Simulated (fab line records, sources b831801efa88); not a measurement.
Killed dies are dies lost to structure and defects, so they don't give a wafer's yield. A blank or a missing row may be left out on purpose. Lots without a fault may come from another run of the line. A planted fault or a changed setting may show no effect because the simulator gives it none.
Which tool did it? | flow sky130 | 24 lots, 72 wafers sampled, at 6 steps of a route of 708

WHAT THE GAUGES READ, wafer by wafer
SKY_VIA2_OVL_MEAS_13. Usual: VIA2_OVL 2 nm, standard deviation 5.5.
lot  | measured     | on         | VIA2_OVL (nm) | flag
L074 | day 36 06:43 | overlay-01 | -1 9 -1       |
L075 | day 36 09:22 | overlay-01 | -1 7 9        |
L076 | day 36 14:34 | overlay-02 | 7 9 2         |
L077 | day 37 08:13 | overlay-02 | 3 4 4         |
L078 | day 37 08:52 | overlay-01 | -6 -3 -8      |
L079 | day 38 00:04 | overlay-01 | 11 7 12       |
L080 | day 38 12:40 | overlay-01 | 6 6 0         |
L081 | day 38 14:55 | overlay-01 | 4 12 9        |
L082 | day 38 23:22 | overlay-02 | 6 1 0         |
L084 | day 39 11:10 | overlay-01 | -4 4 0        |
L083 | day 39 10:41 | overlay-01 | 7 2 1         |
L085 | day 39 20:16 | overlay-01 | -6 -4 -8      |
L086 | day 39 22:16 | overlay-02 | -5 -2 -3      |
L087 | day 40 13:25 | overlay-01 | -10 -7 -6     |
L088 | day 40 17:08 | overlay-01 | 8 4 10        |
L089 | day 41 08:13 | overlay-02 | 6 2 7         |
L090 | day 41 13:32 | overlay-02 | 1 6 -2        |
L091 | day 41 17:14 | overlay-01 | 1 4 5         |
L092 | day 41 20:31 | overlay-01 | 2 4 1         |
L093 | day 42 04:46 | overlay-01 | 7 10 6        |
L095 | day 42 08:08 | overlay-01 | -1 -4 -2      |
L094 | day 42 14:22 | overlay-02 | 0 0 -1        |
L096 | day 42 18:37 | overlay-01 | -5 -2 1       |
L097 | day 43 11:46 | overlay-01 | -7 2 -4       |

SKY_METAL3_CD_MEAS_13: target cd 300 nm. Usual: cd_nm 300.1 nm, standard deviation 1.4.
lot  | measured     | on        | cd_nm (nm)        | flag
L074 | day 38 12:12 | cd_sem-01 | 301.1 299.5 300.4 |
L075 | day 38 13:52 | cd_sem-01 | 300.6 302.4 300.5 |
L076 | day 38 19:15 | cd_sem-02 | 300.1 301.2 300.2 |
L077 | day 39 13:01 | cd_sem-02 | 300.4 300.3 301.3 |
L078 | day 39 13:31 | cd_sem-01 | 302.0 302.8 301.0 |
L079 | day 40 04:16 | cd_sem-01 | 300.1 300.3 299.4 |
L080 | day 40 16:34 | cd_sem-02 | 298.7 298.4 297.9 |
L081 | day 40 18:00 | cd_sem-02 | 298.9 299.6 300.7 |
L082 | day 41 02:03 | cd_sem-02 | 302.4 301.2 302.2 |
L084 | day 41 13:48 | cd_sem-01 | 300.0 299.8 298.5 |
L083 | day 41 13:29 | cd_sem-02 | 300.0 298.2 298.9 |
L085 | day 41 23:19 | cd_sem-01 | 299.1 298.8 299.4 |
L086 | day 41 23:40 | cd_sem-02 | 298.7 300.0 302.1 |
L087 | day 42 19:16 | cd_sem-02 | 300.0 301.0 301.8 |
L088 | day 42 19:38 | cd_sem-02 | 295.9 296.4 297.2 |
L089 | day 43 08:21 | cd_sem-01 | 300.1 299.4 299.1 |
L090 | day 43 14:39 | cd_sem-01 | 301.4 301.4 300.5 |
L091 | day 43 18:12 | cd_sem-01 | 301.3 300.6 299.6 |
L092 | day 43 21:13 | cd_sem-01 | 299.4 299.3 299.6 |
L093 | day 44 04:33 | cd_sem-02 | 299.9 301.7 299.9 |
L095 | day 44 06:59 | cd_sem-02 | 300.9 299.6 300.8 |
L094 | day 44 13:24 | cd_sem-01 | 297.9 300.1 299.7 |
L096 | day 44 17:51 | cd_sem-02 | 298.9 298.8 298.6 |
L097 | day 45 09:36 | cd_sem-01 | 302.3 302.2 302.3 |

WHICH TOOL RAN EACH LOT (tool, then ch and the chambers of the sampled wafers, then the start)
lot  | SKY_METAL2_DESCUM_17              | SKY_VIA2_STRIP_16                    | SKY_METAL3_SPUTTER_02        | SKY_METAL3_SPUTTER_04
L074 | rie_metal-01 ch 0,1, day 35 03:10 | plasma_asher-03 ch 0,1, day 36 06:52 | pvd_sputter-04, day 36 08:13 | pvd_sputter-04, day 36 08:16
L075 | rie_metal-03 ch 0,1, day 35 06:03 | plasma_asher-01 ch 0,1, day 36 09:31 | pvd_sputter-01, day 36 10:51 | pvd_sputter-01, day 36 10:55
L076 | rie_metal-04 ch 0, day 35 11:06   | plasma_asher-02 ch 0, day 36 14:43   | pvd_sputter-01, day 36 16:09 | pvd_sputter-01, day 36 16:13
L077 | rie_metal-04 ch 0,1, day 36 04:21 | plasma_asher-01 ch 0,1, day 37 08:22 | pvd_sputter-02, day 37 09:42 | pvd_sputter-02, day 37 09:46
L078 | rie_metal-01 ch 0,1, day 36 05:30 | plasma_asher-03 ch 0,1, day 37 09:01 | pvd_sputter-04, day 37 10:19 | pvd_sputter-04, day 37 10:23
L079 | rie_metal-04 ch 0, day 36 20:51   | plasma_asher-02 ch 0,1, day 38 00:13 | pvd_sputter-04, day 38 01:31 | pvd_sputter-04, day 38 01:35
L080 | rie_metal-01 ch 0,1, day 37 09:52 | plasma_asher-01 ch 0,1, day 38 12:49 | pvd_sputter-04, day 38 14:07 | pvd_sputter-04, day 38 14:11
L081 | rie_metal-04 ch 0,1, day 37 12:37 | plasma_asher-02 ch 0,1, day 38 15:04 | pvd_sputter-04, day 38 16:26 | pvd_sputter-04, day 38 16:29
L082 | rie_metal-03 ch 0, day 37 21:21   | plasma_asher-02 ch 0,1, day 38 23:31 | pvd_sputter-04, day 39 00:49 | pvd_sputter-04, day 39 00:53
L084 | rie_metal-01 ch 0, day 38 08:15   | plasma_asher-01 ch 0,1, day 39 11:19 | pvd_sputter-02, day 39 12:38 | pvd_sputter-02, day 39 12:41
L083 | rie_metal-03 ch 0,1, day 38 08:26 | plasma_asher-01 ch 0,1, day 39 10:50 | pvd_sputter-04, day 39 12:08 | pvd_sputter-04, day 39 12:11
L085 | rie_metal-04 ch 0,1, day 38 17:57 | plasma_asher-02 ch 0,1, day 39 20:25 | pvd_sputter-02, day 39 21:47 | pvd_sputter-02, day 39 21:50
L086 | rie_metal-01 ch 0, day 38 20:06   | plasma_asher-03 ch 0,1, day 39 22:25 | pvd_sputter-01, day 39 23:46 | pvd_sputter-01, day 39 23:49
L087 | rie_metal-01 ch 1, day 39 11:41   | plasma_asher-03 ch 0,1, day 40 13:34 | pvd_sputter-02, day 40 15:17 | pvd_sputter-02, day 40 15:20
L088 | rie_metal-04 ch 0,1, day 39 15:25 | plasma_asher-03 ch 0,1, day 40 17:17 | pvd_sputter-02, day 40 18:36 | pvd_sputter-02, day 40 18:40
L089 | rie_metal-04 ch 0,1, day 40 06:33 | plasma_asher-03 ch 0,1, day 41 08:22 | pvd_sputter-02, day 41 09:47 | pvd_sputter-02, day 41 09:50
L090 | rie_metal-03 ch 0,1, day 40 12:11 | plasma_asher-02 ch 0,1, day 41 13:41 | pvd_sputter-01, day 41 15:36 | pvd_sputter-01, day 41 15:40
L091 | rie_metal-04 ch 0,1, day 40 16:05 | plasma_asher-03 ch 0,1, day 41 17:23 | pvd_sputter-01, day 41 19:10 | pvd_sputter-01, day 41 19:13
L092 | rie_metal-03 ch 1, day 40 18:51   | plasma_asher-02 ch 0,1, day 41 20:40 | pvd_sputter-04, day 41 21:58 | pvd_sputter-04, day 41 22:02
L093 | rie_metal-03 ch 0,1, day 41 04:00 | plasma_asher-01 ch 0,1, day 42 04:55 | pvd_sputter-01, day 42 06:13 | pvd_sputter-01, day 42 06:17
L095 | rie_metal-04 ch 0, day 41 07:46   | plasma_asher-01 ch 0,1, day 42 08:16 | pvd_sputter-01, day 42 09:36 | pvd_sputter-01, day 42 09:40
L094 | rie_metal-03 ch 0,1, day 41 13:24 | plasma_asher-01 ch 0,1, day 42 14:31 | pvd_sputter-04, day 42 15:51 | pvd_sputter-04, day 42 15:54
L096 | rie_metal-04 ch 0,1, day 41 17:23 | plasma_asher-02 ch 0,1, day 42 18:46 | pvd_sputter-04, day 42 20:07 | pvd_sputter-04, day 42 20:10
L097 | rie_metal-04 ch 0,1, day 42 11:00 | plasma_asher-03 ch 0,1, day 43 11:55 | pvd_sputter-04, day 43 13:17 | pvd_sputter-04, day 43 13:21
- SKY_METAL2_DESCUM_17: chemistry O2, time 8 s.
- SKY_VIA2_STRIP_16: strips in O2/N2.
- SKY_METAL3_SPUTTER_02: material AlCu, target thk 735 nm, time 39.1 s.
- SKY_METAL3_SPUTTER_04: material TiN, target thk 70 nm, time 58.3 s.

WHAT THE TOOLS THEMSELVES READ (means of the sampled wafers that have a number; where no wafer has one, the mark that the record gives instead)
SKY_METAL2_DESCUM_17. Usual: drypump_motor_current_A 5.7 A, standard deviation 0.37; oes_product_au 0.997 a.u., standard deviation 0.015.
lot  | tool         | drypump_motor_current_A (A) | oes_product_au (a.u.) | flag
L074 | rie_metal-01 | 5.2                         | 1.016                 |
L075 | rie_metal-03 | 5.7                         | 1.002                 |
L076 | rie_metal-04 | 5.9                         | 0.983                 |
L077 | rie_metal-04 | 5.9                         | 0.989                 |
L078 | rie_metal-01 | 5.2                         | 1.005                 |
L079 | rie_metal-04 | 5.9                         | 0.993                 |
L080 | rie_metal-01 | 5.3                         | 1.016                 |
L081 | rie_metal-04 | 5.9                         | 0.990                 |
L082 | rie_metal-03 | 5.9                         | 1.011                 |
L084 | rie_metal-01 | 4.9                         | 1.015                 |
L083 | rie_metal-03 | 5.7                         | 0.998                 |
L085 | rie_metal-04 | 5.8                         | 0.989                 |
L086 | rie_metal-01 | 4.9                         | 1.009                 |
L087 | rie_metal-01 | 6.0                         | 1.012                 |
L088 | rie_metal-04 | 5.9                         | 0.981                 |
L089 | rie_metal-04 | 5.8                         | 0.985                 |
L090 | rie_metal-03 | 5.8                         | 0.988                 |
L091 | rie_metal-04 | 5.9                         | 0.989                 |
L092 | rie_metal-03 | 5.4                         | 0.987                 |
L093 | rie_metal-03 | 5.7                         | 0.994                 |
L095 | rie_metal-04 | 5.9                         | 0.982                 |
L094 | rie_metal-03 | 5.7                         | 0.989                 |
L096 | rie_metal-04 | 5.8                         | 1.000                 |
L097 | rie_metal-04 | 5.8                         | 0.982                 |

SKY_VIA2_STRIP_16. Usual: drypump_motor_current_A 6.0 A, standard deviation 0.38; oes_product_au 0.398 a.u., standard deviation 0.0042; strip_time_to_endpoint_s 4.03 s, standard deviation 0.032.
lot  | tool            | drypump_motor_current_A (A) | oes_product_au (a.u.) | strip_time_to_endpoint_s (s) | flag
L074 | plasma_asher-03 | 5.7                         | 0.400                 | 4.01                         |
L075 | plasma_asher-01 | 6.2                         | 0.396                 | 4.00                         |
L076 | plasma_asher-02 | 6.1                         | 0.392                 | 3.97                         |
L077 | plasma_asher-01 | 6.2                         | 0.399                 | 4.03                         |
L078 | plasma_asher-03 | 5.7                         | 0.396                 | 4.01                         |
L079 | plasma_asher-02 | 5.9                         | 0.397                 | 4.04                         |
L080 | plasma_asher-01 | 6.2                         | 0.397                 | 4.00                         |
L081 | plasma_asher-02 | 5.8                         | 0.394                 | 4.03                         |
L082 | plasma_asher-02 | 5.9                         | 0.396                 | 4.03                         |
L084 | plasma_asher-01 | 6.4                         | 0.401                 | 4.03                         |
L083 | plasma_asher-01 | 6.2                         | 0.396                 | 4.01                         |
L085 | plasma_asher-02 | 5.8                         | 0.398                 | 4.01                         |
L086 | plasma_asher-03 | 5.9                         | 0.398                 | 4.00                         |
L087 | plasma_asher-03 | 5.7                         | 0.401                 | 4.06                         |
L088 | plasma_asher-03 | 5.9                         | 0.399                 | 4.01                         |
L089 | plasma_asher-03 | 5.7                         | 0.397                 | 4.05                         |
L090 | plasma_asher-02 | 5.9                         | 0.398                 | 4.03                         |
L091 | plasma_asher-03 | 5.7                         | 0.402                 | 4.05                         |
L092 | plasma_asher-02 | 6.0                         | 0.399                 | 4.01                         |
L093 | plasma_asher-01 | 6.4                         | 0.399                 | 4.04                         |
L095 | plasma_asher-01 | 6.2                         | 0.399                 | 4.04                         |
L094 | plasma_asher-01 | 6.2                         | 0.400                 | 4.00                         |
L096 | plasma_asher-02 | 5.8                         | 0.401                 | 4.05                         |
L097 | plasma_asher-03 | 5.7                         | 0.394                 | 4.00                         |

SKY_METAL3_SPUTTER_02. Usual: throttle_valve_pct 30.2 %, standard deviation 0.98.
lot  | tool           | throttle_valve_pct (%) | flag
L074 | pvd_sputter-04 | 30.7                   |
L075 | pvd_sputter-01 | 30.2                   |
L076 | pvd_sputter-01 | 30.2                   |
L077 | pvd_sputter-02 | 29.0                   |
L078 | pvd_sputter-04 | 30.6                   |
L079 | pvd_sputter-04 | 31.1                   |
L080 | pvd_sputter-04 | 30.7                   |
L081 | pvd_sputter-04 | 30.4                   |
L082 | pvd_sputter-04 | 30.5                   |
L084 | pvd_sputter-02 | 29.6                   |
L083 | pvd_sputter-04 | 30.8                   |
L085 | pvd_sputter-02 | 29.0                   |
L086 | pvd_sputter-01 | 30.6                   |
L087 | pvd_sputter-02 | 29.5                   |
L088 | pvd_sputter-02 | 29.6                   |
L089 | pvd_sputter-02 | 29.6                   |
L090 | pvd_sputter-01 | 29.7                   |
L091 | pvd_sputter-01 | 29.9                   |
L092 | pvd_sputter-04 | 30.6                   |
L093 | pvd_sputter-01 | 30.6                   |
L095 | pvd_sputter-01 | 31.0                   |
L094 | pvd_sputter-04 | 30.8                   |
L096 | pvd_sputter-04 | 30.9                   |
L097 | pvd_sputter-04 | 30.4                   |

SKY_METAL3_SPUTTER_04. Usual: throttle_valve_pct 30.2 %, standard deviation 1.
lot  | tool           | throttle_valve_pct (%) | flag
L074 | pvd_sputter-04 | 30.7                   |
L075 | pvd_sputter-01 | 30.2                   |
L076 | pvd_sputter-01 | 30.2                   |
L077 | pvd_sputter-02 | 28.9                   |
L078 | pvd_sputter-04 | 30.5                   |
L079 | pvd_sputter-04 | 31.3                   |
L080 | pvd_sputter-04 | 30.7                   |
L081 | pvd_sputter-04 | 30.4                   |
L082 | pvd_sputter-04 | 30.6                   |
L084 | pvd_sputter-02 | 29.5                   |
L083 | pvd_sputter-04 | 30.9                   |
L085 | pvd_sputter-02 | 28.9                   |
L086 | pvd_sputter-01 | 30.7                   |
L087 | pvd_sputter-02 | 29.3                   |
L088 | pvd_sputter-02 | 29.4                   |
L089 | pvd_sputter-02 | 29.6                   |
L090 | pvd_sputter-01 | 29.8                   |
L091 | pvd_sputter-01 | 30.0                   |
L092 | pvd_sputter-04 | 30.7                   |
L093 | pvd_sputter-01 | 30.6                   |
L095 | pvd_sputter-01 | 30.9                   |
L094 | pvd_sputter-04 | 30.9                   |
L096 | pvd_sputter-04 | 30.9                   |
L097 | pvd_sputter-04 | 30.5                   |

THE ANSWER, worked out from the rows above alone
Rule: a lot is off if the mean of its wafers that have a number lies more than 3 standard deviations from the usual mean. A lot without any number at a reading at which 4 lots or more have one is off too. The other lots that the step has rows for count as sound. The gauges are gone through in route order, then the tools' own readings, and for those a lot's mean is taken as printed above. The first step at which some lot is off is used, and at that step the reading that is off furthest; a lot without a number counts as furthest.
No lot is off at any reading shown: from this, nothing can be told.

WHAT THE SIMULATOR HAD PUT IN
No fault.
